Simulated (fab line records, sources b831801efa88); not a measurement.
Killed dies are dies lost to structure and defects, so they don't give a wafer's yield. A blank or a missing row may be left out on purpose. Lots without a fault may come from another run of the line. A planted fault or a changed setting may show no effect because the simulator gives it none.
fab line records | flow sfq_line
record lots=14 wafers=42 last_day=78
route steps=325 shown I0@44
lots that met no fault: from a run of the same line without faults
start_h: hours from the record's first day to the start of the lot's first wafer shown | wait_h: hours since the lot's step before | " the same as in the row above | L1.1+2: a row that stands for several wafers | - no value, or no start given | * or withheld: withheld | < > ~ a bound
route shown NAME@n: a module of which the file shows steps, and the number in the route of the first | usual: mean/standard deviation of fault-free wafers | same: alike in all rows | chamber/n: place in a boat | sites: the reading at each site | _std_site: their standard deviation | _edge_site: outer sites' mean less inner sites' | radius_mm: how far each site lies from the wafer's centre | mask NAME#n: copy n | behind: the tool/chamber that last shaped the wafer | hold: why the lot was held/for how many hours/how that ended | device: the transistor (n, p or np) that didn't switch | end of line: the same wafers' tests at the end of the route | a step without rows: its recipe alone | killed: dies lost to structure and defects at the first sort, not the wafer's yield | map: a wafer's dies, x killed, . not, _ none there
set.NAME: the setting as run; set.NAME@STEP: as run at that earlier step | model.NAME: the simulator's own value behind a step, which no gauge read
steps of the route over a sample of lots; a table a step, a row a wafer
services: from which hour (start_h, from the record's first day; less than 0 if before it) a tool's chamber was out of use, for how many hours, and why
## steps
# step SFQ_TRILAYER_I0_CMP_CMP_028
# recipe material=SiO2 down_force_psi=3 platen_rpm=60 pad_velocity_m_s=0.94248
# usual motor_current_A=10.7/1 retaining_ring_pressure_frac=1.000/0.0047 time_to_endpoint_s=211/8.2
# columns lot.wafer tool chamber start_h wait_h motor_current_A retaining_ring_pressure_frac time_to_endpoint_s
L694.1 cmp-02 3 181.44 3.4 10.7 1.004 197
L694.2 " 0 " " 10.0 1.002 200
L694.6 " 3 183.44 5.4 10.4 0.997 192
L696.3 cmp-01 1 200.54 7.0 12.9 1.002 203
L696.2 " 0 202.04 8.5 10.7 0.999 207
L696.6 " 1 " " 12.3 1.001 213
L697.3 cmp-01 1 203.54 7.6 12.9 1.000 212
L697.1 " 2 " " 11.2 1.000 203
L697.2 " 0 205.04 9.1 10.7 0.991 211
L698.3 cmp-01 1 213.04 9.9 12.4 1.001 209
L698.5 " 0 214.54 11.4 10.8 1.004 220
L698.6 " 1 " " 12.8 0.996 229
L699.3 cmp-01 0 222.04 9.3 10.8 0.995 171
L699.1 " 1 " " 12.9 0.997 211
L699.6 " 0 224.04 11.3 10.5 0.998 211
L700.1 cmp-01 0 225.54 8.2 10.6 0.997 210
L700.4 " 1 " " 12.8 0.999 216
L700.5 " 3 227.04 9.7 11.3 1.000 185
L701.3 cmp-02 3 230.24 8.1 10.8 1.006 198
L701.5 " 1 231.24 9.1 9.3 0.991 215
L701.6 " 2 " " 9.8 1.001 223
L702.2 cmp-01 1 241.04 11.7 11.9 0.998 214
L702.4 " 2 " " 10.6 1.001 208
L702.3 " 3 " " 11.2 0.996 200
L711.4 cmp-01 2 291.54 2.6 10.5 1.002 214
L711.1 " 0 292.54 3.7 10.4 0.997 209
L711.3 " 1 " " 12.9 1.007 220
L712.1 cmp-01 2 298.04 0.8 11.1 1.003 202
L712.2 " 3 " " 11.1 0.995 213
L712.4 " 0 " " 10.4 1.001 213
L713.2 cmp-02 3 305.47 2.2 10.8 0.996 205
L713.4 " 0 " " 9.8 1.002 213
L713.6 " 2 306.97 3.7 9.5 1.003 222
L714.1 cmp-01 2 313.04 6.2 11.1 0.999 211
L714.4 " 3 " " 11.2 0.999 222
L714.3 " 0 " " 10.9 0.991 215
L715.4 cmp-02 2 316.97 1.7 9.8 0.999 206
L715.1 " 1 318.47 3.2 9.6 1.006 205
L715.5 " 3 319.47 4.2 10.7 0.997 195
L716.4 cmp-02 3 319.97 1.0 10.7 0.991 201
L716.3 " 0 " " 10.1 1.002 207
L716.6 " 3 321.97 3.0 10.8 0.992 209
# step SFQ_TRILAYER_I0_METRO_MEASURE_029
# usual thk_nm=199.5/1.4
# columns lot.wafer tool chamber start_h wait_h thk_nm
L694.1 film_metro-03 - 184.56 0.1 199.5
L694.2 " - " " 201.1
L694.6 " - " " 198.5
L696.2 film_metro-03 - 203.86 0.3 199.8
L696.3 " - " " 201.2
L696.6 " - " " 202.5
L697.1 film_metro-03 - 206.66 0.1 197.3
L697.2 " - " " 200.1
L697.3 " - " " 201.2
L698.3 film_metro-01 - 216.06 0.5 201.3
L698.5 " - " " 199.7
L698.6 " - " " 198.5
L699.1 film_metro-04 - 224.66 0.1 199.6
L699.3 " - " " 250.1
L699.6 " - " " 199.4
L700.1 film_metro-01 - 227.66 0.1 199.9
L700.4 " - " " 201.0
L700.5 " - " " 249.7
L701.3 film_metro-04 - 232.76 0.5 197.0
L701.5 " - " " 198.6
L701.6 " - " " 199.1
L702.2 film_metro-01 - 243.86 0.3 200.7
L702.3 " - " " 199.6
L702.4 " - " " 197.2
L711.1 film_metro-04 - 294.66 0.1 199.8
L711.3 " - " " 201.2
L711.4 " - " " 199.1
L712.1 film_metro-04 - 300.66 0.1 198.9
L712.2 " - " " 200.9
L712.4 " - " " 200.9
L713.2 film_metro-03 - 308.29 0.3 197.7
L713.4 " - " " 200.4
L713.6 " - " " 200.9
L714.1 film_metro-01 - 315.66 0.1 198.2
L714.3 " - " " 199.5
L714.4 " - " " 199.7
L715.1 film_metro-03 - 320.09 0.1 200.6
L715.4 " - " " 200.3
L715.5 " - " " 197.0
L716.3 film_metro-04 - 323.49 0.5 199.3
L716.4 " - " " 197.4
L716.6 " - " " 197.5
# step SFQ_TRILAYER_I0_VIA_ETCH_VIA_ETCH_034
# recipe target=SiO2 stop_on=Nb mask_material=PR taper_deg=20 chemistry=CHF3 target_depth_nm=260 source_w=500 bias_w=80 pressure_mtorr=30 time_s=withheld
# usual bias_w=79.98/0.26 drypump_motor_current_A=5.9/0.54 oes_product_au=0.853/0.0057
# columns lot.wafer tool chamber start_h wait_h bias_w drypump_motor_current_A oes_product_au
L694.1 rie_diel-04 1 227.97 0.0 80.22 5.6 0.850
L694.2 " 2 " " 79.98 6.7 0.852
L694.6 " 3 " " 80.41 5.7 0.858
L696.2 rie_diel-01 1 244.77 0.0 80.00 6.0 0.854
L696.3 " 3 " " 80.31 5.9 0.855
L696.6 " 1 " " 80.39 6.0 0.869
L697.1 rie_diel-03 0 247.17 0.0 79.65 6.3 0.844
L697.2 " 1 " " 79.86 6.3 0.854
L697.3 " 3 " " 79.79 4.9 0.862
L698.3 rie_diel-03 1 273.56 0.0 79.91 6.3 0.867
L698.5 " 2 " " 80.28 6.3 0.858
L698.6 " 3 " " 79.78 4.9 0.850
L699.1 rie_diel-01 2 283.40 0.0 80.21 6.3 0.848
L699.3 " 0 " " 79.56 4.9 0.977
L699.6 " 2 " " 79.79 6.3 0.858
L700.1 rie_diel-04 1 285.56 0.0 79.59 5.7 0.849
L700.4 " 0 " " 79.98 6.2 0.860
L700.5 " 0 " " 79.86 6.2 0.974
L701.3 rie_diel-03 2 291.80 0.0 79.77 6.3 0.849
L701.5 " 2 " " 79.86 6.3 0.852
L701.6 " 3 " " 80.15 4.9 0.857
L702.2 rie_diel-01 2 301.16 0.0 80.24 6.3 0.856
L702.3 " 1 " " 79.58 6.0 0.849
L702.4 " 0 " " 79.87 4.9 0.845
L711.1 rie_diel-01 1 357.46 0.0 80.17 6.0 0.857
L711.3 " 2 " " 79.55 6.3 0.865
L711.4 " 0 " " 80.27 4.9 0.861
L712.1 rie_diel-03 2 364.66 0.0 80.06 6.3 0.847
L712.2 " 3 " " 80.26 4.9 0.856
L712.4 " 0 " " 79.66 6.3 0.857
L713.2 rie_diel-01 0 371.86 0.0 80.32 4.9 0.852
L713.4 " 2 " " 80.01 6.3 0.858
L713.6 " 2 " " 79.61 6.3 0.859
L714.1 rie_diel-04 3 382.21 0.0 79.89 5.7 0.852
L714.3 " 1 " " 79.70 5.7 0.857
L714.4 " 2 " " 79.91 6.7 0.852
L715.1 rie_diel-01 0 387.01 0.0 79.45 4.9 0.858
L715.4 " 1 " " 80.09 6.0 0.852
L715.5 " 0 " " 79.82 4.9 0.843
L716.3 rie_diel-03 1 391.81 0.0 79.97 6.4 0.849
L716.4 " 0 " " 79.57 6.2 0.848
L716.6 " 3 " " 79.95 4.9 0.837
## services
# columns tool chamber start_h hours kind
cmp-01 - 176.22 8.9 pm
film_metro-04 - 184.68 0.6 pm
cmp-01 - 184.74 6.8 repair
cmp-02 - 190.85 1.8 repair
film_metro-01 - 210.91 1.0 pm
film_metro-04 - 216.73 3.3 repair
cmp-02 - 219.93 6.3 pm
rie_diel-01 - 235.07 2.0 repair
cmp-01 - 235.18 0.5 repair
cmp-01 - 236.54 4.0 pm
film_metro-04 - 262.41 0.5 pm
cmp-01 - 269.24 0.3 repair
film_metro-03 - 271.15 0.3 pm
cmp-02 - 271.35 6.6 pm
film_metro-03 - 272.70 0.8 pm
film_metro-01 - 277.86 0.5 pm
rie_diel-01 1 290.69 1.5 repair
film_metro-01 - 297.29 1.2 pm
cmp-01 - 305.64 0.8 repair
film_metro-04 - 313.86 0.6 pm
film_metro-04 - 320.77 2.0 pm
cmp-01 - 330.94 10.2 pm
cmp-02 - 356.11 1.6 repair
film_metro-03 - 361.67 0.4 pm
## key
first_sign step=SFQ_TRILAYER_I0_CMP_CMP_028 reading=time_to_endpoint_s direction=down sigmas=4.1 usual=* struck=*
effect step=SFQ_TRILAYER_I0_METRO_MEASURE_029 reading=thk_nm direction=up sigmas=37 usual=199.5 struck=249.9
effect step=SFQ_TRILAYER_I0_VIA_ETCH_VIA_ETCH_034 reading=oes_product_au direction=up sigmas=22 usual=0.853 struck=0.975
met_at SFQ_TRILAYER_I0_CMP_CMP_028
struck_lots L699,L700
struck_wafers L699.3,L700.5
onset_between 213.04 222.04
fault kind=process_parameter_drift tool=cmp-01 chamber=- onset_h=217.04 steps=SFQ_TRILAYER_I0_CMP_CMP_028 channel=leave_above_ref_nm offset=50 shape=step end_h=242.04 scope=struck_wafers_only acts_in=these_recipes_only stated=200
